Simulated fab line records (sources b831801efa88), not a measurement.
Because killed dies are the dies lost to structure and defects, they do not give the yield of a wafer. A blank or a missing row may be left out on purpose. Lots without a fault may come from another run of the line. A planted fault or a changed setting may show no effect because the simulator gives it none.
Which tool did it? -- flow sky130 -- Sampling: 24 lots, 72 wafers, 6 of 708 route steps

== WHAT THE GAUGES SHOWED, per wafer ==
SKY_SONOS_TUNNEL_TW_MEAS_12.
lot,measured,on,SONOS_TUNNEL_TW
L074,day 11 09:09,film_metro-04,197.5 196.8 197.9
L075,day 11 15:42,film_metro-04,195.9 195.8 196.3
L076,day 12 05:23,film_metro-01,198.3 198.6 198.8
L077,day 12 06:31,film_metro-04,196.0 197.0 195.7
L078,day 12 17:12,film_metro-03,193.6 193.1 192.4
L079,day 12 22:16,film_metro-01,198.2 198.2 198.5
L080,day 13 05:38,film_metro-03,195.2 194.1 194.4
L081,day 13 16:19,film_metro-04,196.5 198.1 197.1
L082,day 14 04:41,film_metro-03,193.5 193.7 193.8
L083,day 14 22:37,film_metro-03,195.1 193.6 194.9
L084,day 15 02:19,film_metro-01,198.2 199.0 200.0
L085,day 14 23:24,film_metro-01,196.9 197.6 197.6
L086,day 15 03:44,film_metro-01,199.1 199.2 199.3
L087,day 15 21:07,film_metro-03,194.8 195.3 194.3
L088,day 16 04:20,film_metro-03,196.4 195.5 196.1
L089,day 16 06:13,film_metro-03,196.9 196.1 197.0
L090,day 16 12:43,film_metro-04,197.9 197.1 198.4
L091,day 17 06:55,film_metro-01,199.7 198.2 199.0
L092,day 17 09:20,film_metro-03,194.9 194.3 193.1
L093,day 17 14:21,film_metro-01,200.4 198.1 198.4
L094,day 18 00:14,film_metro-01,199.2 197.8 198.2
L095,day 18 05:25,film_metro-04,195.6 194.7 194.4
L096,day 18 18:15,film_metro-04,193.3 194.8 194.8
L097,day 19 01:14,film_metro-04,197.5 197.7 198.0

SKY_LDD_LDN_TW_MEAS_13.
lot,measured,on,LDD_LDN_TW
L074,day 22 19:24,film_metro-01,1498 1497 1488
L075,day 23 00:14,film_metro-02,1471 1470 1471
L076,day 23 17:50,film_metro-02,1467 1472 1471
L077,day 23 22:37,film_metro-01,1480 1480 1481
L078,day 24 22:20,film_metro-01,1482 1487 1495
L079,day 24 22:30,film_metro-02,1468 1470 1464
L080,day 25 05:51,film_metro-02,1456 1466 1467
L081,day 25 13:01,film_metro-02,1467 1470 1467
L082,day 26 00:08,film_metro-02,1461 1474 1472
L083,day 26 14:53,film_metro-02,1467 1472 1472
L084,day 26 22:23,film_metro-04,1478 1477 1482
L085,day 26 19:10,film_metro-01,1486 1485 1486
L086,day 27 01:47,film_metro-01,1492 1499 1490
L087,day 27 15:05,film_metro-01,1498 1489 1491
L088,day 28 01:34,film_metro-04,1476 1475 1474
L089,day 28 13:30,film_metro-01,1487 1489 1489
L090,day 28 17:38,film_metro-01,1490 1483 1487
L091,day 29 01:28,film_metro-02,1467 1467 1463
L092,day 29 09:04,film_metro-04,1475 1477 1476
L093,day 29 11:30,film_metro-01,1502 1498 1502
L094,day 29 15:55,film_metro-04,1482 1487 1490
L095,day 29 21:54,film_metro-04,1476 1475 1483
L096,day 30 11:27,film_metro-02,1461 1461 1466
L097,day 31 02:49,film_metro-02,1480 1473 1478

SKY_METAL4_CD_MEAS_13 targets a cd of 300 nm.
lot,measured,on,cd_nm (nm)
L074,day 41 17:08,cd_sem-01,301.5 300.1 299.8
L075,day 41 17:33,cd_sem-02,302.1 301.3 301.3
L076,day 42 11:13,cd_sem-01,299.4 299.8 298.8
L077,day 42 13:44,cd_sem-01,299.5 300.7 300.0
L078,day 43 08:27,cd_sem-02,298.3 296.1 298.3
L079,day 43 09:41,cd_sem-01,301.1 302.6 300.9
L080,day 43 13:41,cd_sem-01,300.8 301.2 300.1
L081,day 43 18:41,cd_sem-02,301.9 303.3 301.7
L082,day 44 03:51,cd_sem-02,299.8 299.2 300.9
L083,day 44 18:08,cd_sem-02,301.3 299.0 300.5
L084,day 45 00:17,cd_sem-02,300.4 301.0 300.6
L085,day 44 23:25,cd_sem-02,299.0 301.0 300.7
L086,day 45 00:38,cd_sem-02,299.9 300.2 300.4
L087,day 45 13:17,cd_sem-01,302.1 300.5 299.1
L088,day 45 19:27,cd_sem-01,300.9 300.6 300.8
L089,day 46 01:08,cd_sem-02,300.2 298.4 299.2
L090,day 46 07:37,cd_sem-02,300.7 301.5 301.7
L091,day 46 12:29,cd_sem-02,297.6 299.6 298.5
L092,day 46 17:46,cd_sem-01,300.3 300.1 300.2
L093,day 46 19:59,cd_sem-02,302.1 300.9 302.0
L094,day 46 22:16,cd_sem-02,301.5 301.5 300.1
L095,day 47 01:16,cd_sem-02,300.3 300.8 300.5
L096,day 47 12:11,cd_sem-01,300.9 301.0 299.4
L097,day 47 23:36,cd_sem-01,299.5 299.9 301.6

== WHAT TOOL EACH LOT RAN ON (gives the tool, then ch and the chambers of the sampled wafers, and finally the start) ==
lot,SKY_FIELD_ISO_CMP_27,SKY_METAL2_SPUTTER_03,SKY_METAL4_SPUTTER_02
L074,"cmp-02 ch 1,2,3, day 2 12:01","pvd_sputter-04, day 33 22:13","pvd_sputter-03, day 39 15:30"
L075,"cmp-01 ch 1,2, day 2 14:53","pvd_sputter-02, day 33 23:47","pvd_sputter-01, day 39 16:40"
L076,"cmp-02 ch 0,1,2, day 2 21:59","pvd_sputter-04, day 34 20:41","pvd_sputter-04, day 40 10:44"
L077,"cmp-01 ch 1,2,3, day 3 02:55","pvd_sputter-01, day 34 22:01","pvd_sputter-03, day 40 13:35"
L078,"cmp-02 ch 0,2,3, day 3 07:38","pvd_sputter-04, day 35 20:11","pvd_sputter-03, day 41 09:02"
L079,"cmp-02 ch 0,2,3, day 3 13:27","pvd_sputter-04, day 35 22:04","pvd_sputter-01, day 41 10:30"
L080,"cmp-01 ch 0,1,3, day 3 17:34","pvd_sputter-01, day 36 02:08","pvd_sputter-01, day 41 14:42"
L081,"cmp-01 ch 0,1,3, day 3 22:13","pvd_sputter-02, day 36 07:32","pvd_sputter-01, day 41 19:37"
L082,"cmp-02 ch 1,2,3, day 4 03:45","pvd_sputter-01, day 36 20:32","pvd_sputter-01, day 42 05:40"
L083,"cmp-02 ch 0,2,3, day 4 17:32","pvd_sputter-01, day 37 09:23","pvd_sputter-03, day 42 19:20"
L084,"cmp-01 ch 0,2,3, day 4 19:02","pvd_sputter-02, day 37 17:20","pvd_sputter-03, day 43 02:51"
L085,"cmp-02 ch 0,1,2, day 4 19:02","pvd_sputter-04, day 37 16:38","pvd_sputter-04, day 43 01:37"
L086,"cmp-02 ch 0,2, day 4 21:57","pvd_sputter-04, day 37 18:20","pvd_sputter-04, day 43 03:08"
L087,"cmp-01 ch 1,2,3, day 5 09:01","pvd_sputter-02, day 38 11:05","pvd_sputter-03, day 43 17:45"
L088,"cmp-02 ch 1,2, day 5 13:37","pvd_sputter-02, day 38 17:58","pvd_sputter-04, day 44 00:03"
L089,"cmp-01 ch 0,1,2, day 5 15:30","pvd_sputter-02, day 39 00:25","pvd_sputter-03, day 44 05:47"
L090,"cmp-01 ch 0,2,3, day 5 21:37","pvd_sputter-01, day 39 06:41","pvd_sputter-03, day 44 11:56"
L091,"cmp-02 ch 1,2, day 6 06:22","pvd_sputter-02, day 39 14:01","pvd_sputter-03, day 44 18:00"
L092,"cmp-02 ch 0,3, day 6 09:18","pvd_sputter-01, day 39 18:21","pvd_sputter-04, day 44 22:53"
L093,"cmp-02 ch 0,2, day 6 13:21","pvd_sputter-04, day 39 21:23","pvd_sputter-04, day 45 01:46"
L094,"cmp-01 ch 0,3, day 6 18:02","pvd_sputter-01, day 40 00:50","pvd_sputter-03, day 45 04:35"
L095,"cmp-02 ch 0,1,2, day 6 23:55","pvd_sputter-02, day 40 05:59","pvd_sputter-04, day 45 07:35"
L096,"cmp-02 ch 0,2, day 7 06:53","pvd_sputter-04, day 40 18:38","pvd_sputter-01, day 45 19:09"
L097,"cmp-02 ch 1,3, day 7 11:55","pvd_sputter-04, day 41 08:56","pvd_sputter-01, day 46 07:04"
- SKY_FIELD_ISO_CMP_27: polishes, stops on Si3N4, t overpolish 16 s, target thk 457.8 nm.
- SKY_METAL2_SPUTTER_03: material Ti, target thk 5 nm, time 3.3 s.
- SKY_METAL4_SPUTTER_02: material AlCu, target thk 735 nm, time 39.1 s.

== WHAT THE TOOLS THEMSELVES READ (means of the sampled wafers that have a number; where no wafer has one, the mark that the record gives instead) ==
SKY_FIELD_ISO_CMP_27.
lot,tool,edge_zone_pressure_frac,motor_current_A (A),overpolish_run_s (s),time_to_endpoint_s (s)
L074,cmp-02,0.998,11.8,15.997,110
L075,cmp-01,0.997,12.1,15.999,116
L076,cmp-02,0.999,12.9,15.998,109
L077,cmp-01,0.999,11.5,15.998,118
L078,cmp-02,1.002,12.1,16.000,108
L079,cmp-02,1.002,12.2,16.003,110
L080,cmp-01,1.000,12.6,15.998,117
L081,cmp-01,1.001,12.9,15.993,118
L082,cmp-02,0.999,12.0,15.996,114
L083,cmp-02,1.001,12.7,16.005,113
L084,cmp-01,0.997,13.1,15.998,110
L085,cmp-02,1.000,13.0,15.998,109
L086,cmp-02,1.003,12.2,16.005,111
L087,cmp-01,0.998,11.6,16.005,115
L088,cmp-02,1.000,11.6,15.996,118
L089,cmp-01,1.000,13.4,15.999,110
L090,cmp-01,1.000,13.3,15.999,108
L091,cmp-02,0.999,12.1,16.015,112
L092,cmp-02,0.996,13.0,15.992,107
L093,cmp-02,1.004,13.6,15.996,112
L094,cmp-01,1.001,14.3,16.000,107
L095,cmp-02,1.001,12.8,15.997,114
L096,cmp-02,0.997,12.1,16.005,110
L097,cmp-02,0.993,11.9,16.009,111

SKY_METAL2_SPUTTER_03.
lot,tool,throttle_valve_pct (%)
L074,pvd_sputter-04,29.5
L075,pvd_sputter-02,29.0
L076,pvd_sputter-04,29.6
L077,pvd_sputter-01,31.8
L078,pvd_sputter-04,29.0
L079,pvd_sputter-04,29.1
L080,pvd_sputter-01,30.1
L081,pvd_sputter-02,30.1
L082,pvd_sputter-01,30.0
L083,pvd_sputter-01,30.5
L084,pvd_sputter-02,30.4
L085,pvd_sputter-04,29.6
L086,pvd_sputter-04,30.1
L087,pvd_sputter-02,31.2
L088,pvd_sputter-02,30.4
L089,pvd_sputter-02,30.0
L090,pvd_sputter-01,31.8
L091,pvd_sputter-02,30.3
L092,pvd_sputter-01,31.9
L093,pvd_sputter-04,29.6
L094,pvd_sputter-01,31.5
L095,pvd_sputter-02,30.0
L096,pvd_sputter-04,29.7
L097,pvd_sputter-04,29.6

SKY_METAL4_SPUTTER_02.
lot,tool,throttle_valve_pct (%)
L074,pvd_sputter-03,30.1
L075,pvd_sputter-01,31.0
L076,pvd_sputter-04,29.7
L077,pvd_sputter-03,30.2
L078,pvd_sputter-03,30.7
L079,pvd_sputter-01,30.9
L080,pvd_sputter-01,30.1
L081,pvd_sputter-01,30.0
L082,pvd_sputter-01,30.3
L083,pvd_sputter-03,30.8
L084,pvd_sputter-03,31.5
L085,pvd_sputter-04,29.4
L086,pvd_sputter-04,29.4
L087,pvd_sputter-03,30.1
L088,pvd_sputter-04,29.4
L089,pvd_sputter-03,30.2
L090,pvd_sputter-03,30.4
L091,pvd_sputter-03,30.2
L092,pvd_sputter-04,29.0
L093,pvd_sputter-04,29.2
L094,pvd_sputter-03,30.2
L095,pvd_sputter-04,29.3
L096,pvd_sputter-01,30.6
L097,pvd_sputter-01,30.5

== THE ANSWER, worked out from the rows above alone ==
Rule: the usual values come from the lots themselves. The widest of any qualifying gaps counts: lots, ordered by their means at a reading, are off when they make up no more than a third of the lots, leave a main group of 4 or more, and stand apart from it by 3 or more times the standard deviation of that group's means. Not used: any main group whose means are identical at the precision the tables above print for the reading. Also off: a lot with no number at a reading for which 4 or more lots have one. The other lots that the step has rows for count as sound. After the gauges, taken in route order, come the tools' own readings; for these a lot's mean is taken, as printed above. At the first step where some lot is off, the reading lying furthest off is the one used; lots without a number count as furthest.
No lot is off on any of the readings shown, so nothing can be concluded from this.

== WHAT THE SIMULATOR HAD PUT IN ==
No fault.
